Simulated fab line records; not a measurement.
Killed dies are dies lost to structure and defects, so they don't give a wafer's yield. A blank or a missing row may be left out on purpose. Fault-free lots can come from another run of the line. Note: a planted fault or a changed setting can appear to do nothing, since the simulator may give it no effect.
Chamber matching    flow sfq-line    4 sister chambers for SFQ_TRILAYER_I0_VIA_ETCH_VIA_ETCH_034 on rie-diel-02
The step etches SiO2 in CHF3, stops on Nb, target depth 260 nm. 8 wafers are shown with their chamber, then 8 later ones without.

== EACH WAFER AND ITS CHAMBER ==
wafer   chamber  drypump-motor-current-A (A)  bias-w (W)
L813.4  3        6.1                          79.57
L815.4  0        5.9                          79.84
L817.4  0        6.0                          80.10
L817.6  1        6.0                          80.32
L821.1  1        6.0                          79.74
L824.4  3        6.1                          79.72
L824.6  2        4.7                          79.80
L825.3  2        4.7                          80.40

== WAFERS WHOSE CHAMBER IS MISSING ==
wafer   drypump-motor-current-A (A)  bias-w (W)
L825.5  4.7                          80.59
L825.6  6.2                          80.40
L827.1  6.0                          80.70
L827.2  4.7                          79.98
L827.5  6.2                          80.19
L832.2  6.2                          80.17
L832.3  6.0                          79.78
L832.4  4.7                          79.79

== CHAMBER TAKEN BY EACH ==
wafer   from the rows above      in truth
L825.5  2                        2
L825.6  3                        3
L827.1  can't be placed: 1 or 0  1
L827.2  2                        2
L827.5  3                        3
L832.2  3                        3
L832.3  can't be placed: 1 or 0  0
L832.4  2                        2
6 of 8 placed correctly. Can't be placed from these rows: 2 (the true chamber is among the candidates in 2). Placed wrongly: 0.
How it was worked out, from the rows above alone: a wafer's distance from a chamber is the root of the sum, over the readings, of the square of ((its reading less the chamber's mean) divided by the reading's scatter). If the next closest chamber is less than 2 further off than the closest, the wafer can't be placed; otherwise it belongs to the closest. For every chamber, the mean is computed from those of its wafers that are shown. The scatter is the square root of a quotient: the sum, over the shown wafers, of each reading's squared deviation from its chamber's mean, divided by wafers minus chambers.
